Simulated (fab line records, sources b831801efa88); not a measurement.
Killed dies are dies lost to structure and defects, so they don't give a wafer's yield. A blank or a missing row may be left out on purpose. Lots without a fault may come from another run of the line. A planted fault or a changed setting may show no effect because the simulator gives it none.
Which tool did it? | flow sky130 | 12 lots, 36 wafers sampled, at 4 steps of a route of 708

WHAT THE GAUGES READ, wafer by wafer
SKY_NWELL_TW_MEAS_26. Usual: NWELL_2_TW 495, standard deviation 4.
lot  | measured     | on            | NWELL_2_TW  | flag
L744 | day 5 14:59  | film_metro-03 | 501 500 499 |
L745 | day 6 00:23  | film_metro-04 | 498 498 497 |
L746 | day 6 06:46  | film_metro-03 | 495 496 496 |
L750 | day 7 03:52  | film_metro-02 | 487 490 488 |
L753 | day 7 21:04  | film_metro-04 | 495 497 497 |
L756 | day 8 14:49  | film_metro-03 | 489 493 492 |
L758 | day 9 04:32  | film_metro-04 | 495 491 494 |
L760 | day 9 20:36  | film_metro-02 | 489 493 490 |
L761 | day 10 03:20 | film_metro-03 | 495 491 497 |
L762 | day 10 04:58 | film_metro-04 | 499 498 497 |
L764 | day 10 18:28 | film_metro-02 | 488 491 491 |
L765 | day 11 03:37 | film_metro-03 | 493 496 496 |

SKY_VT_ADJUST_HVTP_CD_MEAS_07: target cd 380 nm. Usual: cd_nm 379.4 nm, standard deviation 2.4.
lot  | measured     | on        | cd_nm (nm)        | flag
L744 | day 6 10:32  | cd_sem-01 | 372.9 372.1 373.7 |
L745 | day 6 20:09  | cd_sem-01 | 382.7 382.4 380.7 |
L746 | day 7 02:35  | cd_sem-01 | 378.4 378.2 377.1 |
L750 | day 8 00:37  | cd_sem-01 | 380.3 379.6 381.7 |
L753 | day 8 18:53  | cd_sem-01 | 379.3 378.3 379.7 |
L756 | day 9 13:16  | cd_sem-02 | 379.1 379.2 380.0 |
L758 | day 10 04:23 | cd_sem-02 | 375.3 377.0 378.2 |
L760 | day 10 20:56 | cd_sem-02 | 377.5 377.2 377.8 |
L761 | day 11 03:33 | cd_sem-01 | 380.9 379.9 381.2 |
L762 | day 11 05:08 | cd_sem-02 | 376.2 376.7 376.4 |
L764 | day 11 19:28 | cd_sem-01 | 378.2 379.4 378.2 |
L765 | day 12 05:02 | cd_sem-01 | 379.3 380.7 382.5 |

SKY_VT_ADJUST_NCORE_TW_MEAS_11. Usual: VT_ADJUST_NCORE_TW 216.9, standard deviation 1.6.
lot  | measured     | on            | VT_ADJUST_NCORE_TW | flag
L744 | day 9 03:32  | film_metro-01 | 216.7 215.8 216.6  |
L745 | day 9 13:08  | film_metro-02 | 216.4 216.0 215.4  |
L746 | day 9 19:47  | film_metro-04 | 218.0 217.8 216.3  |
L750 | day 10 21:55 | film_metro-04 | 119.4 118.5 118.3  | OFF
L753 | day 11 18:56 | film_metro-01 | 116.6 115.9 116.3  | OFF
L756 | day 12 15:11 | film_metro-04 | 217.0 217.6 218.1  |
L758 | day 13 08:47 | film_metro-04 | 221.1 220.9 220.7  |
L760 | day 14 03:22 | film_metro-02 | 216.1 216.8 216.3  |
L761 | day 14 12:14 | film_metro-04 | 218.5 219.2 218.5  |
L762 | day 14 14:44 | film_metro-01 | 218.3 218.1 219.8  |
L764 | day 15 06:02 | film_metro-01 | 216.9 216.3 215.3  |
L765 | day 15 16:37 | film_metro-01 | 217.0 218.2 216.8  |

WHICH TOOL RAN EACH LOT (tool, then ch and the chambers of the sampled wafers, then the start)
lot  | SKY_VT_ADJUST_NCORE_IMPLANT_09
L744 | implanter-04 ch 0, day 9 03:19
L745 | implanter-03 ch 0, day 9 12:55
L746 | implanter-04 ch 0, day 9 19:32
L750 | implanter-04 ch 0, day 10 21:40
L753 | implanter-04 ch 0, day 11 18:41
L756 | implanter-02 ch 0, day 12 14:56
L758 | implanter-02 ch 0, day 13 08:32
L760 | implanter-02 ch 0, day 14 03:07
L761 | implanter-03 ch 0, day 14 12:01
L762 | implanter-03 ch 0, day 14 14:30
L764 | implanter-03 ch 0, day 15 05:47
L765 | implanter-03 ch 0, day 15 16:22
- SKY_VT_ADJUST_NCORE_IMPLANT_09

WHAT THE TOOLS THEMSELVES READ (means of the sampled wafers that have a number; where no wafer has one, the mark that the record gives instead)
SKY_VT_ADJUST_NCORE_IMPLANT_09. Usual: beam_energy_keV 9.932, standard deviation 0.0035; dose_ions_cm2 2.3996e+12, standard deviation 3e+09; faraday_current_uA 13.48, standard deviation 0.28.
lot  | tool         | beam_energy_keV | dose_ions_cm2 | faraday_current_uA | flag
L744 | implanter-04 | 9.932           | 2.3982e+12    | 13.28              |
L745 | implanter-03 | 9.938           | 2.3993e+12    | 13.50              |
L746 | implanter-04 | 9.932           | 2.4060e+12    | 13.64              |
L750 | implanter-04 | 9.933           | 2.3913e+11    | 1.34               | OFF
L753 | implanter-04 | 9.938           | 2.3483e+11    | 1.35               | OFF
L756 | implanter-02 | 9.932           | 2.3987e+12    | 13.14              |
L758 | implanter-02 | 9.933           | 2.3965e+12    | 13.28              |
L760 | implanter-02 | 9.936           | 2.3984e+12    | 13.57              |
L761 | implanter-03 | 9.936           | 2.3989e+12    | 13.72              |
L762 | implanter-03 | 9.933           | 2.4008e+12    | 13.14              |
L764 | implanter-03 | 9.932           | 2.3989e+12    | 13.60              |
L765 | implanter-03 | 9.929           | 2.3995e+12    | 13.67              |

THE ANSWER, worked out from the rows above alone
Rule: a lot is off if the mean of its wafers that have a number lies more than 3 standard deviations from the usual mean. A lot without any number at a reading at which 4 lots or more have one is off too. The other lots that the step has rows for count as sound. The gauges are gone through in route order, then the tools' own readings, and for those a lot's mean is taken as printed above. The first step at which some lot is off is used, and at that step the reading that is off furthest; a lot without a number counts as furthest.
Off: L750, L753, at SKY_VT_ADJUST_NCORE_TW_MEAS_11 (VT_ADJUST_NCORE_TW).
A tool fits if, at a process step before that reading, it ran every lot that is off, and no sound lot after the first of them. The gauges at SKY_VT_ADJUST_NCORE_TW_MEAS_11 aren't tried: what is off there is off at SKY_VT_ADJUST_NCORE_IMPLANT_09 too, on other tools, and a gauge's error can't cause that. One fits: implanter-04 at SKY_VT_ADJUST_NCORE_IMPLANT_09. Its last sound lot is L746 (day 9 19:32), its first lot that is off L750 (day 10 21:40): a fault that began between those two fits.
The tool's own readings at SKY_VT_ADJUST_NCORE_IMPLANT_09 bear it out: on the lots that are off they differ by more than 5 times the standard deviation of the sound lots' means. dose_ions_cm2 reads 2.3698e+11 there against 2.3995e+12 on the sound lots; faraday_current_uA reads 1.35 there against 13.45 on the sound lots.

WHAT THE SIMULATOR HAD PUT IN
Process parameter drift: implanter-04, from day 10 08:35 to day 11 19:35, at SKY_VT_ADJUST_NCORE_IMPLANT_09. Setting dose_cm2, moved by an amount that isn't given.
Lots struck among those shown: L750, L753. The rule above found the same.
